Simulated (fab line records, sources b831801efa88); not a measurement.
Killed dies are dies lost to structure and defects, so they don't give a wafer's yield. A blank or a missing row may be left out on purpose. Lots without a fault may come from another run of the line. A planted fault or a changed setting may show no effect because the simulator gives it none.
Which tool did it? | flow sky130 | 13 lots, 39 wafers sampled, at 3 steps of a route of 708

WHAT THE GAUGES READ, wafer by wafer
SKY_CAP2M_OVL_MEAS_12.
lot  | measured     | on         | CAP2M_OVL (nm)
L882 | day 40 22:06 | overlay-01 | 0.6 0.3 -0.4
L883 | day 41 05:25 | overlay-02 | 0.1 -0.4 -1.4
L885 | day 41 22:11 | overlay-02 | 1.3 0.0 1.4
L884 | day 41 23:07 | overlay-01 | 2.9 3.4 1.7
L886 | day 42 07:46 | overlay-01 | -0.8 -1.9 0.3
L887 | day 42 13:35 | overlay-01 | 1.5 1.3 2.1
L888 | day 42 18:28 | overlay-01 | 0.6 0.9 -0.3
L890 | day 43 18:17 | overlay-01 | 1.4 0.8 0.3
L891 | day 43 22:50 | overlay-02 | 2.6 4.3 2.5
L898 | day 45 14:17 | overlay-01 | -0.1 -0.4 -0.6
L901 | day 46 09:29 | overlay-02 | -0.4 -0.2 0.9
L903 | day 47 03:07 | overlay-02 | 0.6 0.8 -0.2
L905 | day 47 16:05 | overlay-02 | 1.4 0.8 1.4

SKY_METAL5_RS_MEAS_05: measures by four-point-probe.
lot  | measured     | on            | METAL5_ALCU_RS (ohm/sq)
L882 | day 43 03:07 | film_metro-01 | 0.0271 0.0268 0.0266
L883 | day 43 10:13 | film_metro-04 | 0.0263 0.0268 0.0268
L885 | day 44 01:49 | film_metro-02 | 0.0276 0.0274 0.0275
L884 | day 44 02:22 | film_metro-01 | 0.0269 0.0268 0.0271
L886 | day 44 11:11 | film_metro-01 | 0.0271 0.0270 0.0269
L887 | day 44 15:51 | film_metro-02 | 0.0271 0.0270 0.0273
L888 | day 44 19:38 | film_metro-01 | 0.0276 0.0272 0.0272
L890 | day 45 18:18 | film_metro-01 | 0.0272 0.0276 0.0269
L891 | day 45 22:51 | film_metro-01 | 0.0272 0.0270 0.0273
L898 | day 47 10:53 | film_metro-02 | 0.0270 0.0274 0.0273
L901 | day 48 05:59 | film_metro-04 | 0.0267 0.0275 0.0271
L903 | day 48 21:58 | film_metro-04 | 0.0275 0.0276 0.0277
L905 | day 49 09:04 | film_metro-04 | 0.0271 0.0272 0.0272

WHICH TOOL RAN EACH LOT (tool, then ch and the chambers of the sampled wafers, then the start)
lot  | SKY_METAL4_SPUTTER_00
L882 | pvd_sputter-02, day 39 20:14
L883 | pvd_sputter-01, day 40 04:10
L885 | pvd_sputter-03, day 40 21:16
L884 | pvd_sputter-01, day 40 21:53
L886 | pvd_sputter-01, day 41 07:16
L887 | pvd_sputter-01, day 41 12:52
L888 | pvd_sputter-03, day 41 17:40
L890 | pvd_sputter-02, day 42 19:20
L891 | pvd_sputter-03, day 42 23:33
L898 | pvd_sputter-01, day 44 16:07
L901 | pvd_sputter-01, day 45 11:50
L903 | pvd_sputter-03, day 46 06:32
L905 | pvd_sputter-02, day 46 19:32
- SKY_METAL4_SPUTTER_00: material Ti, target thk 15 nm, time 10 s.

WHAT THE TOOLS THEMSELVES READ (means of the sampled wafers that have a number; where no wafer has one, the mark that the record gives instead)
SKY_METAL4_SPUTTER_00.
lot  | tool           | throttle_valve_pct (%)
L882 | pvd_sputter-02 | 30.1
L883 | pvd_sputter-01 | 29.6
L885 | pvd_sputter-03 | 30.0
L884 | pvd_sputter-01 | 30.2
L886 | pvd_sputter-01 | 30.1
L887 | pvd_sputter-01 | 29.9
L888 | pvd_sputter-03 | 29.9
L890 | pvd_sputter-02 | 30.6
L891 | pvd_sputter-03 | 30.5
L898 | pvd_sputter-01 | 29.8
L901 | pvd_sputter-01 | 30.2
L903 | pvd_sputter-03 | 29.7
L905 | pvd_sputter-02 | 29.5

THE ANSWER, worked out from the rows above alone
Rule: what is usual is taken from the lots themselves. Put in order of their means at a reading, lots are off if they are a third of the lots or fewer, leave a main group of 4 or more, and stand apart from it by a gap of 3 or more times the standard deviation of the main group's means; of several such gaps the widest counts. A main group whose means are all the same, to the digits that the tables above print for the reading, isn't used. A lot without any number at a reading at which 4 lots or more have one is off too. The other lots that the step has rows for count as sound. The gauges are gone through in route order, then the tools' own readings, and for those a lot's mean is taken as printed above. The first step at which some lot is off is used, and at that step the reading that is off furthest; a lot without a number counts as furthest.
No lot is off at any reading shown: from this, nothing can be told.

WHAT THE SIMULATOR HAD PUT IN
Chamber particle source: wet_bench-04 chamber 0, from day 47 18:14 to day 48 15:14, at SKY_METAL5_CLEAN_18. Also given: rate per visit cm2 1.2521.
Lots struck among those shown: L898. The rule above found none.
